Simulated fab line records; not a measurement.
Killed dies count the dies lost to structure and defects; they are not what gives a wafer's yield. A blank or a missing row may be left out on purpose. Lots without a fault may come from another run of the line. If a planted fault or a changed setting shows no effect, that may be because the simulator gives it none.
fab line records || flow gf180mcu
record {"lots": 6, "wafers": 18, "last_day": 34}
route steps=602 shown HV_LDD@180
lots untouched by any fault: they come from a run of this same line in which no faults occurred
start_h: the number of hours between the record's first day and the start of the first shown wafer of the lot || wait_h: hours elapsed since this lot's preceding step || " repeats the value in the row above || L1.1+2: a single row standing in for several wafers || - no value, or no start was given || * or withheld: withheld || < > ~ a bound
route shown NAME@n: names a module that has steps shown in the file, with the first one's number in the route || usual: average and standard deviation across the fault-free wafers || same: alike in all rows || chamber/n: place in a boat || sites: each site's reading || _std_site: their standard deviation || _edge_site: inner sites' mean taken away from outer sites' mean || radius_mm: how far each site lies from the wafer's centre || mask NAME#n: copy n || behind: tool/chamber where the wafer was last shaped || hold: why the lot was held/for how many hours/how that ended || device: the transistor (n, p or np) that didn't switch || end of line: tests run on the same wafers once the route is complete || a step with no rows: only its recipe || killed: the dies lost at the first sort to structure and to defects; this is not the yield of the wafer || map: a wafer's dies, x killed, . not, _ none there
set.NAME: the setting that was run; set.NAME@STEP: the one run at that earlier step || model.NAME: the simulator's own value behind a step, which no gauge read
lots at selected steps of the route; one table per step, one row per wafer
services: the hour from which a tool's chamber was out of use, counted from the record's first day as start_h (under 0 if before that day), plus the number of hours and why
## steps
# step GF_HV_LDD_EXPOSE_04
# recipe {"mask_id": "Nplus_LV_AREA", "target_cd_nm": 400, "na": 0.6, "source_shape": "conventional", "sigma_outer": 0.6, "dose_mj": 140}
# step GF_HV_LDD_PEB_05
# recipe {"temp_c": "withheld", "time_s": "*", "resist": "NOVOLAK"}
# step GF_HV_LDD_DEVELOP_06
# recipe {"develop_time_s": 60, "dev_temp_c": 23}
# step GF_HV_LDD_CD_MEAS_07
# recipe {"target_cd_nm": 400}
# usual {"cd_nm": "399.3/2.2"}
{"lot.wafer": "L985.4", "tool": "cd_sem-02", "chamber": "-", "start_h": 280.18, "wait_h": 0.1, "cd_nm": 401.2}
{"lot.wafer": "L985.5", "tool": "cd_sem-02", "chamber": "-", "start_h": 280.18, "wait_h": 0.1, "cd_nm": 400.0}
{"lot.wafer": "L985.6", "tool": "cd_sem-02", "chamber": "-", "start_h": 280.18, "wait_h": 0.1, "cd_nm": 401.1}
{"lot.wafer": "L986.1", "tool": "cd_sem-02", "chamber": "-", "start_h": 286.48, "wait_h": 0.1, "cd_nm": 397.9}
{"lot.wafer": "L986.2", "tool": "cd_sem-02", "chamber": "-", "start_h": 286.48, "wait_h": 0.1, "cd_nm": 401.2}
{"lot.wafer": "L986.3", "tool": "cd_sem-02", "chamber": "-", "start_h": 286.48, "wait_h": 0.1, "cd_nm": 398.7}
{"lot.wafer": "L991.4", "tool": "cd_sem-02", "chamber": "-", "start_h": 318.19, "wait_h": 0.1, "cd_nm": 401.6}
{"lot.wafer": "L991.5", "tool": "cd_sem-02", "chamber": "-", "start_h": 318.19, "wait_h": 0.1, "cd_nm": 399.8}
{"lot.wafer": "L991.6", "tool": "cd_sem-02", "chamber": "-", "start_h": 318.19, "wait_h": 0.1, "cd_nm": 399.9}
{"lot.wafer": "L994.2", "tool": "cd_sem-01", "chamber": "-", "start_h": 340.15, "wait_h": 0.1, "cd_nm": 397.5}
{"lot.wafer": "L994.3", "tool": "cd_sem-01", "chamber": "-", "start_h": 340.15, "wait_h": 0.1, "cd_nm": 396.4}
{"lot.wafer": "L994.4", "tool": "cd_sem-01", "chamber": "-", "start_h": 340.15, "wait_h": 0.1, "cd_nm": 393.9}
{"lot.wafer": "L995.1", "tool": "cd_sem-02", "chamber": "-", "start_h": 344.65, "wait_h": 0.2, "cd_nm": 398.4}
{"lot.wafer": "L995.5", "tool": "cd_sem-02", "chamber": "-", "start_h": 344.65, "wait_h": 0.2, "cd_nm": 399.2}
{"lot.wafer": "L995.6", "tool": "cd_sem-02", "chamber": "-", "start_h": 344.65, "wait_h": 0.2, "cd_nm": 397.4}
{"lot.wafer": "L101.1", "tool": "cd_sem-02", "chamber": "-", "start_h": 388.17, "wait_h": 0.1, "cd_nm": 397.7}
{"lot.wafer": "L101.4", "tool": "cd_sem-02", "chamber": "-", "start_h": 388.17, "wait_h": 0.1, "cd_nm": 398.1}
{"lot.wafer": "L101.5", "tool": "cd_sem-02", "chamber": "-", "start_h": 388.17, "wait_h": 0.1, "cd_nm": 398.2}
# step GF_HV_LDD_OVL_MEAS_08
# usual {"HV_LDD_OVL": "0.0/1.6"}
{"lot.wafer": "L985.4", "tool": "overlay-01", "chamber": "-", "start_h": 280.26, "wait_h": 0.1, "HV_LDD_OVL[nm]": 0.7}
{"lot.wafer": "L985.5", "tool": "overlay-01", "chamber": "-", "start_h": 280.26, "wait_h": 0.1, "HV_LDD_OVL[nm]": -0.8}
{"lot.wafer": "L985.6", "tool": "overlay-01", "chamber": "-", "start_h": 280.26, "wait_h": 0.1, "HV_LDD_OVL[nm]": -0.9}
{"lot.wafer": "L986.1", "tool": "overlay-01", "chamber": "-", "start_h": 286.60, "wait_h": 0.1, "HV_LDD_OVL[nm]": 1.0}
{"lot.wafer": "L986.2", "tool": "overlay-01", "chamber": "-", "start_h": 286.60, "wait_h": 0.1, "HV_LDD_OVL[nm]": -0.5}
{"lot.wafer": "L986.3", "tool": "overlay-01", "chamber": "-", "start_h": 286.60, "wait_h": 0.1, "HV_LDD_OVL[nm]": 1.2}
{"lot.wafer": "L991.4", "tool": "overlay-01", "chamber": "-", "start_h": 318.27, "wait_h": 0.1, "HV_LDD_OVL[nm]": 0.0}
{"lot.wafer": "L991.5", "tool": "overlay-01", "chamber": "-", "start_h": 318.27, "wait_h": 0.1, "HV_LDD_OVL[nm]": -0.1}
{"lot.wafer": "L991.6", "tool": "overlay-01", "chamber": "-", "start_h": 318.27, "wait_h": 0.1, "HV_LDD_OVL[nm]": -0.1}
{"lot.wafer": "L994.2", "tool": "overlay-02", "chamber": "-", "start_h": 340.25, "wait_h": 0.1, "HV_LDD_OVL[nm]": 2.6}
{"lot.wafer": "L994.3", "tool": "overlay-02", "chamber": "-", "start_h": 340.25, "wait_h": 0.1, "HV_LDD_OVL[nm]": 1.7}
{"lot.wafer": "L994.4", "tool": "overlay-02", "chamber": "-", "start_h": 340.25, "wait_h": 0.1, "HV_LDD_OVL[nm]": -0.2}
{"lot.wafer": "L995.1", "tool": "overlay-02", "chamber": "-", "start_h": 344.77, "wait_h": 0.1, "HV_LDD_OVL[nm]": -0.7}
{"lot.wafer": "L995.5", "tool": "overlay-02", "chamber": "-", "start_h": 344.77, "wait_h": 0.1, "HV_LDD_OVL[nm]": -0.3}
{"lot.wafer": "L995.6", "tool": "overlay-02", "chamber": "-", "start_h": 344.77, "wait_h": 0.1, "HV_LDD_OVL[nm]": -0.7}
{"lot.wafer": "L101.1", "tool": "overlay-02", "chamber": "-", "start_h": 388.29, "wait_h": 0.1, "HV_LDD_OVL[nm]": -0.3}
{"lot.wafer": "L101.4", "tool": "overlay-02", "chamber": "-", "start_h": 388.29, "wait_h": 0.1, "HV_LDD_OVL[nm]": 0.5}
{"lot.wafer": "L101.5", "tool": "overlay-02", "chamber": "-", "start_h": 388.29, "wait_h": 0.1, "HV_LDD_OVL[nm]": -0.1}
# step GF_HV_LDD_IMPLANT_09
# recipe {"species": "As", "energy_kev": 40, "dose_cm2": 1e+14, "tilt_deg": 7}
# step GF_HV_LDD_STRIP_10
# recipe {"chemistry": "O2/N2", "power_w": 1400, "pressure_mtorr": 1500, "platen_temp_c": 250, "o2_flow_sccm": 3000, "n2_flow_sccm": 300, "overash_fraction": 0.5}
# usual {"drypump_motor_current_A": "5.5/0.32", "heater_power_w": "322/37", "n2_flow_sccm": "300.0/0.86", "oes_product_au": "0.716/0.005", "strip_time_to_endpoint_s": "12.64/0.039"}
{"lot.wafer": "L985.4", "tool": "plasma_asher-01", "chamber": 1, "start_h": 280.46, "wait_h": 0.1, "drypump_motor_current_A": 6.0, "heater_power_w": 375, "n2_flow_sccm": 300.3, "oes_product_au": 0.717, "rf_hours_counter_h": "-", "strip_time_to_endpoint_s": 12.68}
{"lot.wafer": "L985.5", "tool": "plasma_asher-01", "chamber": 0, "start_h": 280.46, "wait_h": 0.1, "drypump_motor_current_A": 5.5, "heater_power_w": 386, "n2_flow_sccm": 300.9, "oes_product_au": 0.717, "rf_hours_counter_h": "-", "strip_time_to_endpoint_s": 12.63}
{"lot.wafer": "L985.6", "tool": "plasma_asher-01", "chamber": 1, "start_h": 280.46, "wait_h": 0.1, "drypump_motor_current_A": 5.9, "heater_power_w": 373, "n2_flow_sccm": 300.2, "oes_product_au": 0.704, "rf_hours_counter_h": "-", "strip_time_to_endpoint_s": 12.66}
{"lot.wafer": "L986.1", "tool": "plasma_asher-04", "chamber": 1, "start_h": 286.78, "wait_h": 0.1, "drypump_motor_current_A": 4.8, "heater_power_w": 318, "n2_flow_sccm": 301.8, "oes_product_au": 0.720, "rf_hours_counter_h": 17, "strip_time_to_endpoint_s": 12.64}
{"lot.wafer": "L986.2", "tool": "plasma_asher-04", "chamber": 0, "start_h": 286.78, "wait_h": 0.1, "drypump_motor_current_A": 5.4, "heater_power_w": 284, "n2_flow_sccm": 300.5, "oes_product_au": 0.722, "rf_hours_counter_h": 17, "strip_time_to_endpoint_s": 12.68}
{"lot.wafer": "L986.3", "tool": "plasma_asher-04", "chamber": 1, "start_h": 286.78, "wait_h": 0.1, "drypump_motor_current_A": 4.9, "heater_power_w": 318, "n2_flow_sccm": 300.8, "oes_product_au": 0.716, "rf_hours_counter_h": "-", "strip_time_to_endpoint_s": 12.63}
{"lot.wafer": "L991.4", "tool": "plasma_asher-02", "chamber": 0, "start_h": 318.47, "wait_h": 0.1, "drypump_motor_current_A": 5.5, "heater_power_w": 284, "n2_flow_sccm": 300.5, "oes_product_au": 0.707, "rf_hours_counter_h": "-", "strip_time_to_endpoint_s": 12.59}
{"lot.wafer": "L991.5", "tool": "plasma_asher-02", "chamber": 1, "start_h": 318.47, "wait_h": 0.1, "drypump_motor_current_A": 5.5, "heater_power_w": 307, "n2_flow_sccm": 300.7, "oes_product_au": 0.717, "rf_hours_counter_h": "-", "strip_time_to_endpoint_s": 12.60}
{"lot.wafer": "L991.6", "tool": "plasma_asher-02", "chamber": 0, "start_h": 318.47, "wait_h": 0.1, "drypump_motor_current_A": 5.5, "heater_power_w": 283, "n2_flow_sccm": 300.6, "oes_product_au": 0.710, "rf_hours_counter_h": "-", "strip_time_to_endpoint_s": 12.58}
{"lot.wafer": "L994.2", "tool": "plasma_asher-04", "chamber": 0, "start_h": 340.43, "wait_h": 0.1, "drypump_motor_current_A": 5.4, "heater_power_w": 282, "n2_flow_sccm": 300.5, "oes_product_au": 0.717, "rf_hours_counter_h": 22, "strip_time_to_endpoint_s": 12.61}
{"lot.wafer": "L994.3", "tool": "plasma_asher-04", "chamber": 1, "start_h": 340.43, "wait_h": 0.1, "drypump_motor_current_A": 4.8, "heater_power_w": 326, "n2_flow_sccm": 300.3, "oes_product_au": 0.716, "rf_hours_counter_h": "-", "strip_time_to_endpoint_s": 12.62}
{"lot.wafer": "L994.4", "tool": "plasma_asher-04", "chamber": 0, "start_h": 340.43, "wait_h": 0.1, "drypump_motor_current_A": 5.4, "heater_power_w": 291, "n2_flow_sccm": 298.9, "oes_product_au": 0.723, "rf_hours_counter_h": "-", "strip_time_to_endpoint_s": 12.66}
{"lot.wafer": "L995.1", "tool": "plasma_asher-04", "chamber": 0, "start_h": 344.96, "wait_h": 0.1, "drypump_motor_current_A": 5.4, "heater_power_w": 290, "n2_flow_sccm": 301.6, "oes_product_au": 0.719, "rf_hours_counter_h": 23, "strip_time_to_endpoint_s": 12.62}
{"lot.wafer": "L995.5", "tool": "plasma_asher-04", "chamber": 1, "start_h": 344.96, "wait_h": 0.1, "drypump_motor_current_A": 4.9, "heater_power_w": 324, "n2_flow_sccm": 300.3, "oes_product_au": 0.716, "rf_hours_counter_h": "-", "strip_time_to_endpoint_s": 12.58}
{"lot.wafer": "L995.6", "tool": "plasma_asher-04", "chamber": 0, "start_h": 344.96, "wait_h": 0.1, "drypump_motor_current_A": 5.4, "heater_power_w": 294, "n2_flow_sccm": 299.9, "oes_product_au": 0.723, "rf_hours_counter_h": "-", "strip_time_to_endpoint_s": 12.60}
{"lot.wafer": "L101.1", "tool": "plasma_asher-04", "chamber": 0, "start_h": 388.47, "wait_h": 0.1, "drypump_motor_current_A": 5.4, "heater_power_w": 291, "n2_flow_sccm": 300.4, "oes_product_au": 0.716, "rf_hours_counter_h": 28, "strip_time_to_endpoint_s": 12.70}
{"lot.wafer": "L101.4", "tool": "plasma_asher-04", "chamber": 0, "start_h": 388.47, "wait_h": 0.1, "drypump_motor_current_A": 5.4, "heater_power_w": 290, "n2_flow_sccm": 301.0, "oes_product_au": 0.714, "rf_hours_counter_h": "-", "strip_time_to_endpoint_s": 12.75}
{"lot.wafer": "L101.5", "tool": "plasma_asher-04", "chamber": 1, "start_h": 388.47, "wait_h": 0.1, "drypump_motor_current_A": 4.9, "heater_power_w": 321, "n2_flow_sccm": 300.1, "oes_product_au": 0.715, "rf_hours_counter_h": "-", "strip_time_to_endpoint_s": 12.70}
# step GF_HV_LDD_TW_MEAS_11
# usual {"HV_LDD_TW": "2417/10"}
{"lot.wafer": "L985.4", "tool": "film_metro-04", "chamber": "-", "start_h": 280.55, "wait_h": 0.1, "HV_LDD_TW": 2420}
{"lot.wafer": "L985.5", "tool": "film_metro-04", "chamber": "-", "start_h": 280.55, "wait_h": 0.1, "HV_LDD_TW": 2439}
{"lot.wafer": "L985.6", "tool": "film_metro-04", "chamber": "-", "start_h": 280.55, "wait_h": 0.1, "HV_LDD_TW": 2420}
{"lot.wafer": "L986.1", "tool": "film_metro-04", "chamber": "-", "start_h": 286.88, "wait_h": 0.1, "HV_LDD_TW": 2444}
{"lot.wafer": "L986.2", "tool": "film_metro-04", "chamber": "-", "start_h": 286.88, "wait_h": 0.1, "HV_LDD_TW": 2434}
{"lot.wafer": "L986.3", "tool": "film_metro-04", "chamber": "-", "start_h": 286.88, "wait_h": 0.1, "HV_LDD_TW": 2426}
{"lot.wafer": "L991.4", "tool": "film_metro-04", "chamber": "-", "start_h": 318.57, "wait_h": 0.1, "HV_LDD_TW": 2414}
{"lot.wafer": "L991.5", "tool": "film_metro-04", "chamber": "-", "start_h": 318.57, "wait_h": 0.1, "HV_LDD_TW": 2399}
{"lot.wafer": "L991.6", "tool": "film_metro-04", "chamber": "-", "start_h": 318.57, "wait_h": 0.1, "HV_LDD_TW": 2418}
{"lot.wafer": "L994.2", "tool": "film_metro-03", "chamber": "-", "start_h": 340.54, "wait_h": 0.1, "HV_LDD_TW": 2420}
{"lot.wafer": "L994.3", "tool": "film_metro-03", "chamber": "-", "start_h": 340.54, "wait_h": 0.1, "HV_LDD_TW": 2419}
{"lot.wafer": "L994.4", "tool": "film_metro-03", "chamber": "-", "start_h": 340.54, "wait_h": 0.1, "HV_LDD_TW": 2420}
{"lot.wafer": "L995.1", "tool": "film_metro-03", "chamber": "-", "start_h": 345.06, "wait_h": 0.1, "HV_LDD_TW": 2408}
{"lot.wafer": "L995.5", "tool": "film_metro-03", "chamber": "-", "start_h": 345.06, "wait_h": 0.1, "HV_LDD_TW": 2418}
{"lot.wafer": "L995.6", "tool": "film_metro-03", "chamber": "-", "start_h": 345.06, "wait_h": 0.1, "HV_LDD_TW": 2428}
{"lot.wafer": "L101.1", "tool": "film_metro-03", "chamber": "-", "start_h": 388.57, "wait_h": 0.1, "HV_LDD_TW": 2438}
{"lot.wafer": "L101.4", "tool": "film_metro-03", "chamber": "-", "start_h": 388.57, "wait_h": 0.1, "HV_LDD_TW": 2441}
{"lot.wafer": "L101.5", "tool": "film_metro-03", "chamber": "-", "start_h": 388.57, "wait_h": 0.1, "HV_LDD_TW": 2440}
# step GF_HV_LDD_DEHYDRATE_12
# recipe {"temp_c": 200, "time_s": 60}
# step GF_HV_LDD_HMDS_13
# recipe {"prime_time_s": 60, "prime_temp_c": 120}
# step GF_HV_LDD_COAT_14
# recipe {"resist": "NOVOLAK", "spin_rpm": 3000, "resist_thk_nm": 1000}
# step GF_HV_LDD_SOFTBAKE_15
# recipe {"temp_c": 90, "time_s": 60, "resist": "NOVOLAK"}
# step GF_HV_LDD_EXPOSE_16
# recipe {"mask_id": "Pplus_LV_AREA", "target_cd_nm": 400, "na": 0.6, "source_shape": "conventional", "sigma_outer": 0.6, "dose_mj": 140}
# usual {"exposure_dose_mJ_cm2": "140.00/0.15", "focus_offset_nm": "-0.1/0.51", "na": "0.6/0"}
{"lot.wafer": "L985.4", "tool": "iline_stepper-01", "chamber": "-", "start_h": 290.28, "wait_h": "-", "mask": "Pplus_LV_AREA#0", "exposure_dose_mJ_cm2": "-", "focus_offset_nm": "-", "na": "-", "model.HV_LDD.overlay_y_nm": 1.186, "model.HV_LDD.overlay_x_nm": -2.878}
{"lot.wafer": "L985.5", "tool": "iline_stepper-01", "chamber": "-", "start_h": 290.28, "wait_h": "-", "mask": "Pplus_LV_AREA#0", "exposure_dose_mJ_cm2": "-", "focus_offset_nm": "-", "na": "-", "model.HV_LDD.overlay_y_nm": 1.186, "model.HV_LDD.overlay_x_nm": -2.878}
{"lot.wafer": "L985.6", "tool": "iline_stepper-01", "chamber": "-", "start_h": 290.28, "wait_h": "-", "mask": "Pplus_LV_AREA#0", "exposure_dose_mJ_cm2": "-", "focus_offset_nm": "-", "na": "-", "model.HV_LDD.overlay_y_nm": 1.186, "model.HV_LDD.overlay_x_nm": -2.878}
{"lot.wafer": "L986.1", "tool": "iline_stepper-01", "chamber": "-", "start_h": 296.82, "wait_h": "-", "mask": "Pplus_LV_AREA#0", "exposure_dose_mJ_cm2": "-", "focus_offset_nm": "-", "na": "-", "model.HV_LDD.overlay_y_nm": 1.306, "model.HV_LDD.overlay_x_nm": 3.122}
{"lot.wafer": "L986.2", "tool": "iline_stepper-01", "chamber": "-", "start_h": 296.82, "wait_h": "-", "mask": "Pplus_LV_AREA#0", "exposure_dose_mJ_cm2": "-", "focus_offset_nm": "-", "na": "-", "model.HV_LDD.overlay_y_nm": 1.306, "model.HV_LDD.overlay_x_nm": 3.122}
{"lot.wafer": "L986.3", "tool": "iline_stepper-01", "chamber": "-", "start_h": 296.82, "wait_h": "-", "mask": "Pplus_LV_AREA#0", "exposure_dose_mJ_cm2": "-", "focus_offset_nm": "-", "na": "-", "model.HV_LDD.overlay_y_nm": 1.306, "model.HV_LDD.overlay_x_nm": 3.122}
{"lot.wafer": "L991.4", "tool": "iline_stepper-01", "chamber": 0, "start_h": 328.68, "wait_h": "-", "mask": "Pplus_LV_AREA#0", "exposure_dose_mJ_cm2": 140.11, "focus_offset_nm": -0.2, "na": 0.6, "model.HV_LDD.overlay_y_nm": 1.341, "model.HV_LDD.overlay_x_nm": 2.192}
{"lot.wafer": "L991.5", "tool": "iline_stepper-01", "chamber": 0, "start_h": 328.68, "wait_h": "-", "mask": "Pplus_LV_AREA#0", "exposure_dose_mJ_cm2": 140.10, "focus_offset_nm": 0.5, "na": 0.6, "model.HV_LDD.overlay_y_nm": 1.341, "model.HV_LDD.overlay_x_nm": 2.192}
{"lot.wafer": "L991.6", "tool": "iline_stepper-01", "chamber": 0, "start_h": 328.68, "wait_h": "-", "mask": "Pplus_LV_AREA#0", "exposure_dose_mJ_cm2": 140.01, "focus_offset_nm": 0.4, "na": 0.6, "model.HV_LDD.overlay_y_nm": 1.341, "model.HV_LDD.overlay_x_nm": 2.192}
{"lot.wafer": "L994.2", "tool": "iline_stepper-01", "chamber": 0, "start_h": 351.96, "wait_h": "-", "mask": "Pplus_LV_AREA#0", "exposure_dose_mJ_cm2": 139.94, "focus_offset_nm": -0.4, "na": 0.6, "model.HV_LDD.overlay_y_nm": -0.6789, "model.HV_LDD.overlay_x_nm": -0.6563}
{"lot.wafer": "L994.3", "tool": "iline_stepper-01", "chamber": 0, "start_h": 351.96, "wait_h": "-", "mask": "Pplus_LV_AREA#0", "exposure_dose_mJ_cm2": 139.86, "focus_offset_nm": 0.2, "na": 0.6, "model.HV_LDD.overlay_y_nm": -0.6789, "model.HV_LDD.overlay_x_nm": -0.6563}
{"lot.wafer": "L994.4", "tool": "iline_stepper-01", "chamber": 0, "start_h": 351.96, "wait_h": "-", "mask": "Pplus_LV_AREA#0", "exposure_dose_mJ_cm2": 139.81, "focus_offset_nm": -0.2, "na": 0.6, "model.HV_LDD.overlay_y_nm": -0.6789, "model.HV_LDD.overlay_x_nm": -0.6563}
{"lot.wafer": "L995.1", "tool": "iline_stepper-02", "chamber": 0, "start_h": 356.19, "wait_h": "-", "mask": "Pplus_LV_AREA#0", "exposure_dose_mJ_cm2": 140.00, "focus_offset_nm": -0.5, "na": 0.6, "model.HV_LDD.overlay_y_nm": 2.24, "model.HV_LDD.overlay_x_nm": 0.6049}
{"lot.wafer": "L995.5", "tool": "iline_stepper-02", "chamber": 0, "start_h": 356.19, "wait_h": "-", "mask": "Pplus_LV_AREA#0", "exposure_dose_mJ_cm2": 139.95, "focus_offset_nm": -0.3, "na": 0.6, "model.HV_LDD.overlay_y_nm": 2.24, "model.HV_LDD.overlay_x_nm": 0.6049}
{"lot.wafer": "L995.6", "tool": "iline_stepper-02", "chamber": 0, "start_h": 356.19, "wait_h": "-", "mask": "Pplus_LV_AREA#0", "exposure_dose_mJ_cm2": 139.87, "focus_offset_nm": -0.7, "na": 0.6, "model.HV_LDD.overlay_y_nm": 2.24, "model.HV_LDD.overlay_x_nm": 0.6049}
{"lot.wafer": "L101.1", "tool": "iline_stepper-02", "chamber": 0, "start_h": 400.64, "wait_h": "-", "mask": "Pplus_LV_AREA#0", "exposure_dose_mJ_cm2": 139.98, "focus_offset_nm": -0.4, "na": 0.6, "model.HV_LDD.overlay_y_nm": 1.691, "model.HV_LDD.overlay_x_nm": -1.634}
{"lot.wafer": "L101.4", "tool": "iline_stepper-02", "chamber": 0, "start_h": 400.64, "wait_h": "-", "mask": "Pplus_LV_AREA#0", "exposure_dose_mJ_cm2": 139.91, "focus_offset_nm": -0.6, "na": 0.6, "model.HV_LDD.overlay_y_nm": 1.691, "model.HV_LDD.overlay_x_nm": -1.634}
{"lot.wafer": "L101.5", "tool": "iline_stepper-02", "chamber": 0, "start_h": 400.64, "wait_h": "-", "mask": "Pplus_LV_AREA#0", "exposure_dose_mJ_cm2": 139.82, "focus_offset_nm": -0.3, "na": 0.6, "model.HV_LDD.overlay_y_nm": 1.691, "model.HV_LDD.overlay_x_nm": -1.634}
# step GF_HV_LDD_PEB_17
# recipe {"temp_c": "withheld", "time_s": "*", "resist": "NOVOLAK"}
## services
{"tool": "iline_stepper-01", "chamber": "-", "start_h": 256.66, "hours": 2.1, "kind": "pm"}
{"tool": "iline_stepper-01", "chamber": "-", "start_h": 258.74, "hours": "-", "kind": "consumable_replace:lamp"}
{"tool": "iline_stepper-01", "chamber": "-", "start_h": 310.11, "hours": 1.7, "kind": "pm"}
{"tool": "plasma_asher-04", "chamber": "-", "start_h": 313.01, "hours": 8.4, "kind": "repair"}
{"tool": "plasma_asher-01", "chamber": "-", "start_h": 325.38, "hours": 14.6, "kind": "pm"}
{"tool": "iline_stepper-02", "chamber": "-", "start_h": 336.25, "hours": 1.5, "kind": "repair"}
{"tool": "iline_stepper-02", "chamber": "-", "start_h": 382.88, "hours": 2.1, "kind": "pm"}
{"tool": "plasma_asher-01", "chamber": "-", "start_h": 384.84, "hours": 4.9, "kind": "repair"}
{"tool": "iline_stepper-02", "chamber": "-", "start_h": 384.97, "hours": "-", "kind": "consumable_replace:lamp"}
## key
first_sign {"step": "GF_HV_LDD_EXPOSE_16", "reading": "tool_record", "direction": "missing"}
effect none on later readings
model_effect {"step": "GF_HV_LDD_EXPOSE_16", "value": "HV_LDD.overlay_y_nm", "without": 2.461, "struck": 1.246}
met_at GF_HV_LDD_EXPOSE_16
struck_wafers L985.4,L985.5,L985.6,L986.1,L986.2,L986.3
later_rows_left_out L985.4,L985.5,L985.6,L986.1,L986.2,L986.3
sort_left_out L985.4,L985.5,L985.6,L986.1,L986.2,L986.3
tester_left_out L985,L986
fault {"kind": "skipped_step_whole", "tool": "iline_stepper-01", "chamber": "-", "onset_h": 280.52, "steps": "GF_HV_LDD_EXPOSE_16", "scope": "struck_lots_only"}
# tester_left_out: of these lots the tester's yield and bins aren't shown, on N5 and GAA mostly nor the transistor test; their killed dies are dies lost to structure and defects alone, not to doping, threshold or leakage, so they don't give the yield
# sort_left_out: the simulated sort isn't trusted on such a fault, so these wafers' sort isn't shown, and their yield isn't known
# later_rows_left_out: the simulator's readings of these wafers behind a module that went badly wrong aren't trusted and aren't shown, but for the sort
